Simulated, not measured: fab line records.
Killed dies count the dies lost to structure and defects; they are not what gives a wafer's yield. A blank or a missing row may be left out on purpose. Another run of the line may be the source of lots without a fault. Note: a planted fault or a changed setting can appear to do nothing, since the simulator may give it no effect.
fab line records	flow gf180mcu
[record] lots = 15	wafers = 45	last_day = 34
route steps=602 shown VT_IMPLANT@121 NWELL@137 POLY_GATE@164
lots that met no fault: from a run of the same line without faults
start_h: hours from the record's first day to the start of the lot's first wafer shown	wait_h: time in hours since the lot's previous step	" identical to the entry in the row above	L1.1+2: several wafers, shown together as one row	- value missing, or start not given	* or withheld: withheld	< > ~ a bound
route shown NAME@n: names a module that has steps shown in the file, with the first one's number in the route	usual: the fault-free wafers' mean and standard deviation	same: alike in all rows	chamber/n: place in a boat	sites: readings site by site	_std_site: standard deviation of those values	_edge_site: outer sites' mean less inner sites'	radius_mm: for every site, how far away it sits from the centre of the wafer	mask NAME#n: copy n	behind: tool/chamber where the wafer was last shaped	hold: cause of the lot's hold/its duration in hours/its outcome	device: transistor that didn't switch, given as n, p or np	end of line: the tests these same wafers got at the end of their route	step lacking rows: just its recipe	killed: at the first sort, the dies lost to defects and structure; wafer yield is something else	map: a wafer's dies, marking killed ones x, the rest . and places with no die _
set.NAME: setting as actually run; set.NAME@STEP: the setting as run at that earlier step	model.NAME: the simulator's own value behind a step, which no gauge read
the route's steps for a sample of lots (tables are steps, rows are wafers)
services: when a tool's chamber went out of use (start_h, in hours from the record's first day, below 0 if earlier), for how many hours, and the reason
[[steps]]
[step GF_VT_IMPLANT_STRIP_31]
[recipe] chemistry = O2/N2	power_w = 1400	pressure_mtorr = 1500	platen_temp_c = 250	o2_flow_sccm = 3000	n2_flow_sccm = 300	overash_fraction = 0.5
[usual] drypump_motor_current_A = 5.74/0.18	heater_power_w = 346/33	oes_product_au = 0.716/0.0044	strip_time_to_endpoint_s = 12.647/0.03
lot.wafer	tool	chamber	start_h	wait_h	drypump_motor_current_A	heater_power_w	oes_product_au	rf_hours_counter_h	strip_time_to_endpoint_s
L781.1	plasma_asher-02	0	140.12	0.1	5.56	302	0.717	52	12.704
L781.4	"	0	"	"	5.58	301	0.715	-	12.688
L781.5	"	0	"	"	5.57	293	0.711	-	12.632
L783.2	plasma_asher-02	1	153.61	0.1	5.83	365	0.728	52	12.608
L783.3	"	0	"	"	5.57	307	0.720	-	12.671
L783.5	"	0	"	"	5.55	294	0.719	-	12.635
L784.1	plasma_asher-02	1	159.76	0.1	5.79	384	0.715	53	12.624
L784.2	"	0	"	"	5.55	299	0.711	53	12.631
L784.4	"	0	"	"	5.54	312	0.716	-	12.612
L785.1	plasma_asher-02	0	166.17	0.1	5.56	300	0.716	54	12.635
L785.2	"	1	"	"	5.82	378	0.709	54	12.558
L785.4	"	0	"	"	5.56	294	0.718	-	12.596
L786.2	plasma_asher-03	0	171.87	0.1	5.67	377	0.714	54	12.654
L786.4	"	1	"	"	5.70	361	0.719	-	12.654
L786.6	"	0	"	"	5.64	374	0.714	-	12.617
L787.2	plasma_asher-02	0	179.92	0.1	5.56	295	0.719	55	12.700
L787.4	"	0	"	"	5.56	300	0.712	-	12.660
L787.6	"	0	"	"	5.58	306	0.717	-	12.646
L788.1	plasma_asher-02	1	183.77	0.1	5.84	377	0.717	56	12.668
L788.2	"	0	"	"	5.55	301	0.722	56	12.627
L788.3	"	0	"	"	5.55	304	0.710	-	12.676
L796.1	plasma_asher-04	1	240.87	0.1	6.05	341	0.714	13	12.645
L796.4	"	0	"	"	6.11	343	0.716	-	12.624
L796.6	"	1	"	"	6.05	329	0.714	-	12.688
L797.2	plasma_asher-02	1	246.06	0.1	5.80	380	0.722	62	12.630
L797.4	"	1	"	"	5.81	374	0.710	-	12.614
L797.5	"	0	"	"	5.54	302	0.713	-	12.626
L798.3	plasma_asher-02	1	250.95	0.1	5.82	379	0.711	-	12.691
L798.4	"	0	"	"	5.54	292	0.719	-	12.689
L798.5	"	0	"	"	5.53	307	0.714	-	12.702
L800.1	plasma_asher-02	0	264.76	0.1	5.54	298	0.714	64	12.640
L800.2	"	1	"	"	5.80	379	0.715	64	12.612
L800.3	"	1	"	"	5.77	379	0.714	-	12.652
L801.3	plasma_asher-03	0	269.55	0.1	5.68	364	0.713	-	12.706
L801.5	"	1	"	"	5.71	365	0.719	-	12.678
L801.6	"	0	"	"	5.67	378	0.717	-	12.716
L802.2	plasma_asher-02	1	273.61	0.1	5.81	377	0.713	65	12.626
L802.4	"	0	"	"	5.55	305	0.718	-	12.661
L802.6	"	0	"	"	5.54	297	0.719	-	12.674
L803.1	plasma_asher-03	0	295.86	0.1	5.68	381	0.717	67	12.633
L803.3	"	1	"	"	5.67	356	0.707	-	12.663
L803.5	"	1	"	"	5.69	357	0.710	-	12.629
L804.1	plasma_asher-04	0	297.92	0.1	6.10	336	0.716	18	12.650
L804.3	"	1	"	"	6.02	334	0.712	-	12.659
L804.5	"	1	"	"	6.03	340	0.711	-	12.668
[step GF_VT_IMPLANT_STRIP_42]
[recipe] chemistry = O2/N2	power_w = 1400	pressure_mtorr = 1500	platen_temp_c = 250	o2_flow_sccm = 3000	n2_flow_sccm = 300	overash_fraction = 0.5
[usual] drypump_motor_current_A = 5.83/0.21	heater_power_w = 348/25	oes_product_au = 0.716/0.0048	strip_time_to_endpoint_s = 12.65/0.035
lot.wafer	tool	chamber	start_h	wait_h	drypump_motor_current_A	heater_power_w	oes_product_au	rf_hours_counter_h	strip_time_to_endpoint_s
L781.1	plasma_asher-04	1	155.86	0.1	6.07	343	0.716	4	12.57
L781.4	"	0	"	"	6.12	334	0.717	-	12.58
L781.5	"	1	"	"	6.07	350	0.726	-	12.60
L783.2	plasma_asher-04	1	168.67	0.1	6.06	342	0.711	5	12.65
L783.3	"	1	"	"	6.06	337	0.710	-	12.68
L783.5	"	0	"	"	6.07	342	0.712	-	12.72
L784.1	plasma_asher-03	1	175.27	0.1	5.67	353	0.728	54	12.61
L784.2	"	0	"	"	5.67	379	0.722	54	12.60
L784.4	"	1	"	"	5.67	359	0.715	-	12.63
L785.1	plasma_asher-02	0	182.17	0.1	5.56	294	0.714	55	12.65
L785.2	"	1	"	"	5.81	382	0.713	55	12.69
L785.4	"	0	"	"	5.54	304	0.719	-	12.68
L786.2	plasma_asher-03	0	188.37	0.1	5.70	375	0.712	56	12.65
L786.4	"	0	"	"	5.67	374	0.712	-	12.68
L786.6	"	1	"	"	5.70	358	0.715	-	12.69
L787.2	plasma_asher-03	1	197.32	0.1	5.69	354	0.718	57	12.69
L787.4	"	1	"	"	5.68	353	0.705	-	12.67
L787.6	"	0	"	"	5.69	377	0.709	-	12.68
L788.1	plasma_asher-02	1	200.56	0.1	5.78	383	0.713	57	12.65
L788.2	"	0	"	"	5.56	302	0.719	57	12.65
L788.3	"	0	"	"	5.53	302	0.721	-	12.67
L796.1	plasma_asher-04	0	259.61	0.1	6.08	350	0.715	14	12.66
L796.4	"	1	"	"	6.04	345	0.718	-	12.69
L796.6	"	1	"	"	6.03	346	0.717	-	12.65
L797.2	plasma_asher-04	0	265.42	0.1	6.08	335	0.714	15	12.60
L797.4	"	0	"	"	6.09	338	0.721	-	12.63
L797.5	"	0	"	"	6.08	344	0.721	-	12.66
L798.3	plasma_asher-02	1	269.60	0.1	5.80	377	0.714	-	12.62
L798.4	"	0	"	"	5.57	297	0.710	-	12.61
L798.5	"	0	"	"	5.56	306	0.717	-	12.60
L800.1	plasma_asher-04	0	283.97	0.1	6.11	345	0.714	17	12.67
L800.2	"	1	"	"	6.06	339	0.711	17	12.59
L800.3	"	0	"	"	6.10	331	0.705	-	12.62
L801.3	plasma_asher-03	1	289.35	0.1	5.65	358	0.723	-	12.69
L801.5	"	1	"	"	5.68	368	0.722	-	12.66
L801.6	"	0	"	"	5.70	374	0.717	-	12.64
L802.2	plasma_asher-02	0	293.12	0.1	5.54	303	0.710	67	12.67
L802.4	"	1	"	"	5.82	370	0.715	-	12.65
L802.6	"	1	"	"	5.80	376	0.717	-	12.63
L803.1	plasma_asher-04	1	315.92	0.1	6.04	342	0.721	20	12.62
L803.3	"	1	"	"	6.06	335	0.720	-	12.64
L803.5	"	1	"	"	6.06	340	0.715	-	12.59
L804.1	plasma_asher-02	0	318.56	0.1	5.51	307	0.719	70	12.65
L804.3	"	1	"	"	5.82	374	0.714	-	12.64
L804.5	"	1	"	"	5.83	376	0.718	-	12.60
[step GF_VT_IMPLANT_RS_MEAS_47]
[recipe] thk_meas_gauge = four-point-probe
[usual] NWELL_RS = 487.8/1.2
lot.wafer	tool	chamber	start_h	wait_h	NWELL_RS[ohm/sq]
L781.1	film_metro-01	-	156.30	0.1	487.9
L781.4	"	-	"	"	488.1
L781.5	"	-	"	"	487.5
L783.2	film_metro-04	-	169.12	0.1	487.7
L783.3	"	-	"	"	486.8
L783.5	"	-	"	"	486.3
L784.1	film_metro-02	-	175.70	0.1	487.5
L784.2	"	-	"	"	488.7
L784.4	"	-	"	"	487.2
L785.1	film_metro-04	-	182.60	0.1	489.8
L785.2	"	-	"	"	489.2
L785.4	"	-	"	"	491.2
L786.2	film_metro-01	-	188.93	0.1	488.4
L786.4	"	-	"	"	486.5
L786.6	"	-	"	"	488.5
L787.2	film_metro-02	-	197.77	0.1	486.5
L787.4	"	-	"	"	485.7
L787.6	"	-	"	"	486.0
L788.1	film_metro-01	-	201.02	0.1	489.5
L788.2	"	-	"	"	488.6
L788.3	"	-	"	"	488.4
L796.1	film_metro-01	-	260.05	0.1	487.3
L796.4	"	-	"	"	488.5
L796.6	"	-	"	"	488.5
L797.2	film_metro-01	-	265.88	0.1	489.0
L797.4	"	-	"	"	488.7
L797.5	"	-	"	"	488.7
L798.3	film_metro-01	-	270.04	0.1	487.9
L798.4	"	-	"	"	485.8
L798.5	"	-	"	"	487.6
L800.1	film_metro-02	-	284.40	0.1	487.0
L800.2	"	-	"	"	487.6
L800.3	"	-	"	"	486.3
L801.3	film_metro-01	-	289.80	0.1	487.4
L801.5	"	-	"	"	488.1
L801.6	"	-	"	"	487.0
L802.2	film_metro-01	-	293.57	0.1	488.0
L802.4	"	-	"	"	487.9
L802.6	"	-	"	"	487.6
L803.1	film_metro-01	-	316.35	0.1	488.9
L803.3	"	-	"	"	486.8
L803.5	"	-	"	"	488.1
L804.1	film_metro-04	-	319.00	0.1	486.9
L804.3	"	-	"	"	487.7
L804.5	"	-	"	"	486.9
[step GF_POLY_GATE_EXPOSE_07]
[recipe] mask_id = Poly2	target_cd_nm = 280	na = 0.68	source_shape = conventional	sigma_outer = 0.6	dose_mj = 28
[usual] exposure_dose_mJ_cm2 = 27.972/0.028	focus_offset_nm = 0.2/0.54
lot.wafer	tool	chamber	start_h	wait_h	mask	exposure_dose_mJ_cm2	focus_offset_nm
L781.1	krf_scanner-01	0	190.79	-	Poly2#0	28.002	-0.5
L781.4	"	0	"	"	Poly2#0	27.919	-1.0
L781.5	"	0	"	"	Poly2#0	27.967	-0.6
L783.2	krf_scanner-02	0	199.99	-	Poly2#0	27.977	0.0
L783.3	"	0	"	"	Poly2#0	27.976	0.6
L783.5	"	0	"	"	Poly2#0	27.980	-0.1
L784.1	krf_scanner-02	0	210.39	-	Poly2#0	27.984	0.3
L784.2	"	0	"	"	Poly2#0	27.969	0.3
L784.4	"	0	"	"	Poly2#0	27.942	0.2
L785.1	krf_scanner-02	0	215.89	-	Poly2#0	27.969	0.2
L785.2	"	0	"	"	Poly2#0	27.979	0.2
L785.4	"	0	"	"	Poly2#0	27.970	0.6
L786.2	krf_scanner-02	-	219.69	-	Poly2#0	-	-
L786.4	"	-	"	"	Poly2#0	-	-
L786.6	"	-	"	"	Poly2#0	-	-
L787.2	krf_scanner-01	-	230.91	-	Poly2#0	-	-
L787.4	"	-	"	"	Poly2#0	-	-
L787.6	"	-	"	"	Poly2#0	-	-
L788.1	krf_scanner-01	-	233.88	-	Poly2#0	-	-
L788.2	"	-	"	"	Poly2#0	-	-
L788.3	"	-	"	"	Poly2#0	-	-
L796.1	krf_scanner-02	0	294.36	-	Poly2#0	27.985	0.1
L796.4	"	0	"	"	Poly2#0	27.964	0.4
L796.6	"	0	"	"	Poly2#0	27.984	-0.5
L797.2	krf_scanner-01	0	300.83	-	Poly2#0	27.943	-0.3
L797.4	"	0	"	"	Poly2#0	27.932	-0.1
L797.5	"	0	"	"	Poly2#0	27.973	-0.7
L798.3	krf_scanner-01	0	308.07	-	Poly2#0	27.924	0.0
L798.4	"	0	"	"	Poly2#0	27.949	-0.1
L798.5	"	0	"	"	Poly2#0	28.003	0.2
L800.1	krf_scanner-02	0	326.91	-	Poly2#0	27.966	0.4
L800.2	"	0	"	"	Poly2#0	27.975	0.6
L800.3	"	0	"	"	Poly2#0	28.016	0.5
L801.3	krf_scanner-02	0	328.06	-	Poly2#0	27.986	0.2
L801.5	"	0	"	"	Poly2#0	28.026	-1.0
L801.6	"	0	"	"	Poly2#0	27.946	-0.4
L802.2	krf_scanner-01	0	334.83	-	Poly2#0	27.958	0.4
L802.4	"	0	"	"	Poly2#0	27.983	0.9
L802.6	"	0	"	"	Poly2#0	27.963	1.1
L803.1	krf_scanner-01	0	355.73	-	Poly2#0	27.998	-0.2
L803.3	"	0	"	"	Poly2#0	28.008	-0.2
L803.5	"	0	"	"	Poly2#0	28.010	-0.1
L804.1	krf_scanner-02	0	359.18	-	Poly2#0	27.991	-1.3
L804.3	"	0	"	"	Poly2#0	27.958	-1.1
L804.5	"	0	"	"	Poly2#0	28.015	-1.1
[[services]]
tool	chamber	start_h	hours	kind
plasma_asher-04	0	117.75	-	clean
plasma_asher-04	1	117.75	-	clean
krf_scanner-02	0	125.46	-	calibration
krf_scanner-01	-	129.04	3.6	pm
krf_scanner-01	-	132.59	7.2	pm
plasma_asher-02	-	144.94	6.3	repair
krf_scanner-02	-	149.45	5.5	repair
plasma_asher-04	-	150.36	3.6	repair
krf_scanner-02	-	154.98	0.8	pm
plasma_asher-02	-	187.82	2.8	pm
krf_scanner-02	-	208.91	1.0	pm
krf_scanner-01	-	227.04	1.0	pm
krf_scanner-01	-	231.03	1.3	pm
krf_scanner-01	0	243.46	-	calibration
krf_scanner-02	-	244.13	1.3	pm
krf_scanner-02	-	248.43	1.7	repair
krf_scanner-01	-	279.20	0.8	pm
krf_scanner-02	-	296.12	9.0	repair
krf_scanner-02	0	299.67	-	calibration
plasma_asher-03	-	313.21	4.3	pm
krf_scanner-02	-	318.85	0.8	pm
[[key]]
[first_sign] step = GF_POLY_GATE_EXPOSE_07	reading = tool_record	direction = missing
effect none on later readings
met_at GF_POLY_GATE_EXPOSE_07
struck_lots L786,L787,L788
later_rows_left_out L786.2,L786.4,L786.6,L787.2,L787.4,L787.6,L788.1,L788.2,L788.3
sort_left_out L786.2,L786.4,L786.6,L787.2,L787.4,L787.6,L788.1,L788.2,L788.3
tester_left_out L786,L787,L788
not_acting_at GF_VT_IMPLANT_STRIP_31,GF_VT_IMPLANT_STRIP_42,GF_VT_IMPLANT_RS_MEAS_47
onset_between 215.89 219.69
[fault] kind = skipped_step_whole	tool = krf_scanner-01,krf_scanner-02	chamber = -	onset_h = 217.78	steps = GF_POLY_GATE_EXPOSE_07	scope = struck_lots_only
// tester_left_out: of these lots the tester's yield and bins aren't shown, on N5 and GAA mostly nor the transistor test; their killed dies are dies lost to structure and defects alone, not to doping, threshold or leakage, so they don't give the yield
// sort_left_out: the simulated sort isn't trusted on such a fault, so these wafers' sort isn't shown, and their yield isn't known
// later_rows_left_out: the simulator's readings of these wafers behind a module that went badly wrong aren't trusted and aren't shown, but for the sort
